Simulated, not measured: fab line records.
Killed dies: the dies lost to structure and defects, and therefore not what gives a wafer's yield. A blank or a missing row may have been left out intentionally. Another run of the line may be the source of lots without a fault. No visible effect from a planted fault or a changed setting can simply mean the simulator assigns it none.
fab line records + flow gf180mcu
record:
- lots: 14
- wafers: 42
- lastDay: 34
route steps=602 shown MIM@504 M5@532 V5@541
lots that met no fault: from a run of the same line without faults
startH: hours from the record's opening day to when the first of the lot's shown wafers began + waitH: hours elapsed since this lot's preceding step + " as in the row above + L1.1+2: several wafers, shown together as one row + - value missing, or start not given + * or withheld: withheld + < > ~ a bound
route shown NAME@n: NAME is a module with steps in the file, n the number in the route of the first one + usual: mean and standard deviation over wafers with no fault + same: alike in all rows + chamber/n: place in a boat + sites: per-site readings + _std_site: standard deviation of those values + _edge_site: outer sites' mean less inner sites' + radiusMm: for every site, how far away it sits from the centre of the wafer + mask NAME#n: copy n + behind: the most recent tool/chamber to have shaped the wafer + hold: reason for holding the lot/hours on hold/outcome of the hold + device: transistor that didn't switch, given as n, p or np + end of line: the tests these same wafers got at the end of their route + a step with no rows: only its recipe + killed: dies that structure and defects cost at the first sort, which is not the same as the wafer's yield + map: a wafer's dies, x killed, . not, _ none there
set.NAME: the setting that was run; set.NAME@STEP: the one run at that earlier step + model.NAME: the simulator's own value behind a step, which no gauge read
steps of the route over a sample of lots; a table a step, a row a wafer
services: a tool's chamber out of use, with start hour (startH, from the record's first day; less than 0 if before it), hours out, and reason
== steps ==
step: GF_MIM_SPUTTER_01
recipe:
- material: TiN
- targetThkNm: 30
- powerW: 6500
- timeS: 25
- chamberPressurePa: 0.4
usual:
- throttleValvePct: 30.2/0.75
| lot.wafer | tool          | chamber | startH | waitH | throttleValvePct |
|-----------|---------------|---------|--------|-------|------------------|
| L708.1    | pvdSputter-03 | -       | 558.19 | 0.1   | 30.0             |
| L708.4    | "             | -       | "      | "     | 30.3             |
| L708.6    | "             | -       | "      | "     | 31.0             |
| L709.1    | pvdSputter-03 | -       | 566.24 | 0.1   | 29.9             |
| L709.2    | "             | -       | "      | "     | 30.2             |
| L709.5    | "             | -       | "      | "     | 30.8             |
| L710.1    | pvdSputter-04 | -       | 573.94 | 0.1   | 30.7             |
| L710.5    | "             | -       | "      | "     | 28.7             |
| L710.6    | "             | -       | "      | "     | 29.5             |
| L712.2    | pvdSputter-03 | -       | 599.53 | 0.1   | 30.1             |
| L712.4    | "             | -       | "      | "     | 30.0             |
| L712.6    | "             | -       | "      | "     | 29.7             |
| L714.3    | pvdSputter-03 | -       | 614.39 | 0.1   | 30.9             |
| L714.4    | "             | -       | "      | "     | 29.8             |
| L714.6    | "             | -       | "      | "     | 30.4             |
| L715.2    | pvdSputter-03 | -       | 615.35 | 0.1   | 29.7             |
| L715.3    | "             | -       | "      | "     | 29.9             |
| L715.4    | "             | -       | "      | "     | 31.2             |
| L716.3    | pvdSputter-03 | -       | 632.09 | 0.1   | 30.2             |
| L716.5    | "             | -       | "      | "     | 30.1             |
| L716.6    | "             | -       | "      | "     | 29.7             |
| L718.1    | pvdSputter-04 | -       | 640.74 | 0.1   | 28.6             |
| L718.3    | "             | -       | "      | "     | 29.8             |
| L718.4    | "             | -       | "      | "     | 30.5             |
| L719.1    | pvdSputter-01 | -       | 650.12 | 0.1   | 32.0             |
| L719.5    | "             | -       | "      | "     | 29.8             |
| L719.6    | "             | -       | "      | "     | 31.7             |
| L721.3    | pvdSputter-03 | -       | 668.55 | 0.1   | 30.2             |
| L721.4    | "             | -       | "      | "     | 30.9             |
| L721.5    | "             | -       | "      | "     | 31.0             |
| L722.1    | pvdSputter-04 | -       | 684.40 | 0.1   | 29.5             |
| L722.2    | "             | -       | "      | "     | 30.7             |
| L722.6    | "             | -       | "      | "     | 28.3             |
| L723.1    | pvdSputter-04 | -       | 685.34 | 0.1   | 28.6             |
| L723.4    | "             | -       | "      | "     | 30.8             |
| L723.5    | "             | -       | "      | "     | 30.5             |
| L728.1    | pvdSputter-03 | -       | 715.18 | 0.1   | 30.7             |
| L728.3    | "             | -       | "      | "     | 30.0             |
| L728.5    | "             | -       | "      | "     | 29.6             |
| L731.1    | pvdSputter-03 | -       | 729.84 | 0.1   | 29.9             |
| L731.2    | "             | -       | "      | "     | 30.2             |
| L731.6    | "             | -       | "      | "     | 30.2             |
step: GF_M5_DEVELOP_06
recipe:
- developTimeS: 60
- devTempC: 21
usual:
- chillPlateTempC: 23.00/0.12
- developTimeS: 60/0
- resistLineTempC: 22.97/0.11
| lot.wafer | tool          | chamber | startH | waitH | chillPlateTempC | developTimeS | resistLineTempC |
|-----------|---------------|---------|--------|-------|-----------------|--------------|-----------------|
| L708.1    | lithoTrack-04 | 0       | 601.87 | 0.2   | 22.98           | 60           | 22.79           |
| L708.4    | "             | 0       | "      | "     | 22.92           | 60           | 22.99           |
| L708.6    | "             | 0       | "      | "     | 22.85           | 60           | 22.94           |
| L709.1    | lithoTrack-04 | 0       | 608.92 | 0.2   | 23.02           | 60           | 22.86           |
| L709.2    | "             | 0       | "      | "     | 22.92           | 60           | 22.94           |
| L709.5    | "             | 0       | "      | "     | 23.07           | 60           | 22.96           |
| L710.1    | lithoTrack-03 | 0       | 616.66 | 0.2   | 22.89           | 60           | 22.88           |
| L710.5    | "             | 0       | "      | "     | 22.89           | 60           | 22.84           |
| L710.6    | "             | 0       | "      | "     | 22.91           | 60           | 22.77           |
| L712.2    | lithoTrack-04 | 0       | 640.64 | 0.2   | 22.86           | 60           | 23.01           |
| L712.4    | "             | 0       | "      | "     | 22.80           | 60           | 22.97           |
| L712.6    | "             | 0       | "      | "     | 22.89           | 60           | 22.92           |
| L714.3    | lithoTrack-01 | 0       | 654.48 | 0.1   | 22.98           | 60           | 23.20           |
| L714.4    | "             | 0       | "      | "     | 23.02           | 60           | 23.02           |
| L714.6    | "             | 0       | "      | "     | 22.92           | 60           | 22.86           |
| L715.2    | lithoTrack-04 | 0       | 655.19 | 0.2   | 23.16           | 60           | 22.86           |
| L715.3    | "             | 0       | "      | "     | 23.04           | 60           | 22.95           |
| L715.4    | "             | 0       | "      | "     | 23.09           | 60           | 22.92           |
| L716.3    | lithoTrack-04 | 0       | 672.17 | 0.1   | 23.07           | 60           | 22.85           |
| L716.5    | "             | 0       | "      | "     | 22.92           | 60           | 22.72           |
| L716.6    | "             | 0       | "      | "     | 22.99           | 60           | 22.94           |
| L718.1    | lithoTrack-04 | 0       | 680.02 | 0.2   | 23.03           | 60           | 23.12           |
| L718.3    | "             | 0       | "      | "     | 23.08           | 60           | 23.01           |
| L718.4    | "             | 0       | "      | "     | 23.07           | 60           | 23.03           |
| L719.1    | lithoTrack-03 | 0       | 688.31 | 0.2   | 23.03           | 60           | 23.10           |
| L719.5    | "             | 0       | "      | "     | 22.92           | 60           | 23.22           |
| L719.6    | "             | 0       | "      | "     | 22.93           | 60           | 23.19           |
| L721.3    | lithoTrack-01 | 0       | 705.48 | 0.1   | 22.89           | 60           | 22.99           |
| L721.4    | "             | 0       | "      | "     | 22.88           | 60           | 22.89           |
| L721.5    | "             | 0       | "      | "     | 22.80           | 60           | 23.05           |
| L722.1    | lithoTrack-04 | -       | 721.27 | 0.2   | -               | -            | -               |
| L722.2    | "             | -       | "      | "     | -               | -            | -               |
| L722.6    | "             | -       | "      | "     | -               | -            | -               |
| L723.1    | lithoTrack-01 | -       | 721.98 | 0.2   | -               | -            | -               |
| L723.4    | "             | -       | "      | "     | -               | -            | -               |
| L723.5    | "             | -       | "      | "     | -               | -            | -               |
| L728.1    | lithoTrack-01 | 0       | 750.48 | 0.2   | 22.78           | 60           | 23.06           |
| L728.3    | "             | 0       | "      | "     | 23.07           | 60           | 23.05           |
| L728.5    | "             | 0       | "      | "     | 22.99           | 60           | 22.94           |
| L731.1    | lithoTrack-01 | 0       | 763.03 | 0.2   | 23.09           | 60           | 23.03           |
| L731.2    | "             | 0       | "      | "     | 22.92           | 60           | 22.86           |
| L731.6    | "             | 0       | "      | "     | 22.82           | 60           | 22.96           |
step: GF_V5_THK_MEAS_01
recipe:
- reads: SiO2_of_V5_CVD_00
usual:
- V5_CVD_00_THK: 298.5/2.9
| lot.wafer | tool         | chamber | startH | waitH | V5_CVD_00_THK[nm] |
|-----------|--------------|---------|--------|-------|-------------------|
| L708.1    | filmMetro-03 | -       | 602.90 | 0.0   | 303.2             |
| L708.4    | "            | -       | "      | "     | 299.1             |
| L708.6    | "            | -       | "      | "     | 302.1             |
| L709.1    | filmMetro-01 | -       | 609.97 | 0.0   | 298.7             |
| L709.2    | "            | -       | "      | "     | 297.7             |
| L709.5    | "            | -       | "      | "     | 294.4             |
| L710.1    | filmMetro-01 | -       | 617.76 | 0.0   | 297.9             |
| L710.5    | "            | -       | "      | "     | 299.0             |
| L710.6    | "            | -       | "      | "     | 297.5             |
| L712.2    | filmMetro-03 | -       | 641.65 | 0.0   | 299.0             |
| L712.4    | "            | -       | "      | "     | 298.0             |
| L712.6    | "            | -       | "      | "     | 295.3             |
| L714.3    | filmMetro-01 | -       | 655.47 | 0.0   | 294.8             |
| L714.4    | "            | -       | "      | "     | 301.2             |
| L714.6    | "            | -       | "      | "     | 302.4             |
| L715.2    | filmMetro-03 | -       | 656.20 | 0.0   | 299.1             |
| L715.3    | "            | -       | "      | "     | 300.9             |
| L715.4    | "            | -       | "      | "     | 298.0             |
| L716.3    | filmMetro-03 | -       | 673.16 | 0.0   | 298.2             |
| L716.5    | "            | -       | "      | "     | 302.1             |
| L716.6    | "            | -       | "      | "     | 296.4             |
| L718.1    | filmMetro-03 | -       | 681.10 | 0.0   | 299.0             |
| L718.3    | "            | -       | "      | "     | 298.1             |
| L718.4    | "            | -       | "      | "     | 299.3             |
| L719.1    | filmMetro-01 | -       | 689.36 | 0.0   | 296.7             |
| L719.5    | "            | -       | "      | "     | 292.3             |
| L719.6    | "            | -       | "      | "     | 295.9             |
| L721.3    | filmMetro-02 | -       | 706.58 | 0.0   | 299.2             |
| L721.4    | "            | -       | "      | "     | 296.5             |
| L721.5    | "            | -       | "      | "     | 297.2             |
| L728.1    | filmMetro-03 | -       | 760.70 | 0.0   | 301.4             |
| L728.3    | "            | -       | "      | "     | 297.0             |
| L728.5    | "            | -       | "      | "     | 298.8             |
| L731.1    | filmMetro-01 | -       | 764.31 | 0.0   | 298.5             |
| L731.2    | "            | -       | "      | "     | 295.4             |
| L731.6    | "            | -       | "      | "     | 305.5             |
step: GF_V5_CVD_02
recipe:
- material: SiO2
- targetThkNm: 1450
- precursor: TEOS
- tempC: 400
- timeS: 163.28
- rfW: 600
usual:
- heaterPowerW: 654/95
| lot.wafer | tool     | chamber | startH | waitH | heaterPowerW |
|-----------|----------|---------|--------|-------|--------------|
| L708.1    | pecvd-02 | 2       | 602.96 | 0.1   | 573          |
| L708.4    | "        | 0       | "      | "     | 824          |
| L708.6    | "        | 1       | "      | "     | 615          |
| L709.1    | pecvd-04 | 1       | 610.03 | 0.1   | 541          |
| L709.2    | "        | 0       | "      | "     | 777          |
| L709.5    | "        | 2       | "      | "     | 599          |
| L710.1    | pecvd-02 | 2       | 617.82 | 0.1   | 523          |
| L710.5    | "        | 1       | "      | "     | 623          |
| L710.6    | "        | 0       | "      | "     | 832          |
| L712.2    | pecvd-04 | 0       | 641.70 | 0.0   | 786          |
| L712.4    | "        | 0       | "      | "     | 669          |
| L712.6    | "        | 1       | "      | "     | 463          |
| L714.3    | pecvd-01 | 2       | 655.51 | 0.0   | 623          |
| L714.4    | "        | 2       | "      | "     | 750          |
| L714.6    | "        | 0       | "      | "     | 551          |
| L715.2    | pecvd-04 | 2       | 656.25 | 0.0   | 724          |
| L715.3    | "        | 0       | "      | "     | 802          |
| L715.4    | "        | 1       | "      | "     | 466          |
| L716.3    | pecvd-01 | 2       | 673.20 | 0.0   | 767          |
| L716.5    | "        | 1       | "      | "     | 635          |
| L716.6    | "        | 2       | "      | "     | 638          |
| L718.1    | pecvd-02 | 1       | 681.16 | 0.1   | 547          |
| L718.3    | "        | 0       | "      | "     | 830          |
| L718.4    | "        | 0       | "      | "     | 877          |
| L719.1    | pecvd-04 | 2       | 689.42 | 0.1   | 712          |
| L719.5    | "        | 2       | "      | "     | 598          |
| L719.6    | "        | 1       | "      | "     | 471          |
| L721.3    | pecvd-02 | 1       | 706.62 | 0.0   | 554          |
| L721.4    | "        | 0       | "      | "     | 846          |
| L721.5    | "        | 1       | "      | "     | 610          |
| L728.1    | pecvd-01 | 1       | 760.76 | 0.1   | 570          |
| L728.3    | "        | 0       | "      | "     | 664          |
| L728.5    | "        | 0       | "      | "     | 696          |
| L731.1    | pecvd-04 | 0       | 764.37 | 0.1   | 805          |
| L731.2    | "        | 2       | "      | "     | 725          |
| L731.6    | "        | 2       | "      | "     | 682          |
== services ==
| tool          | chamber | startH | hours | kind                     |
|---------------|---------|--------|-------|--------------------------|
| pvdSputter-03 | -       | 556.92 | 0.9   | repair                   |
| lithoTrack-03 | -       | 570.47 | -     | consumableReplace:filter |
| pecvd-02      | 0       | 649.66 | 2.2   | repair                   |
| pecvd-02      | -       | 660.68 | 14.6  | pm                       |
| lithoTrack-03 | -       | 685.04 | -     | consumableReplace:filter |
| pvdSputter-03 | -       | 710.62 | 2.9   | repair                   |
| pvdSputter-03 | -       | 719.86 | 1.3   | repair                   |
| pecvd-01      | -       | 728.50 | 1.3   | repair                   |
| lithoTrack-01 | -       | 728.94 | -     | consumableReplace:filter |
| pvdSputter-03 | -       | 732.28 | 39.6  | repair                   |
| pecvd-01      | 0       | 740.06 | 9.9   | repair                   |
| pecvd-04      | 1       | 761.10 | 5.1   | repair                   |
== key ==
firstSign:
- step: GF_M5_DEVELOP_06
- reading: toolRecord
- direction: missing
effect none on later readings
metAt GF_M5_DEVELOP_06
struckLots L722,L723
laterRowsLeftOut L722.1,L722.2,L722.6,L723.1,L723.4,L723.5
sortLeftOut L722.1,L722.2,L722.6,L723.1,L723.4,L723.5
notActingAt GF_MIM_SPUTTER_01,GF_V5_THK_MEAS_01,GF_V5_CVD_02
onsetBetween 705.48 721.27
fault:
- kind: skippedStepWhole
- tool: lithoTrack-01,lithoTrack-04
- chamber: -
- onsetH: 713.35
- steps: GF_M5_DEVELOP_06
- scope: struckLotsOnly
sortLeftOut: the simulated sort isn't trusted on such a fault, so these wafers' sort isn't shown, and their yield isn't known
laterRowsLeftOut: the simulator's readings of these wafers behind a module that went badly wrong aren't trusted and aren't shown, but for the sort
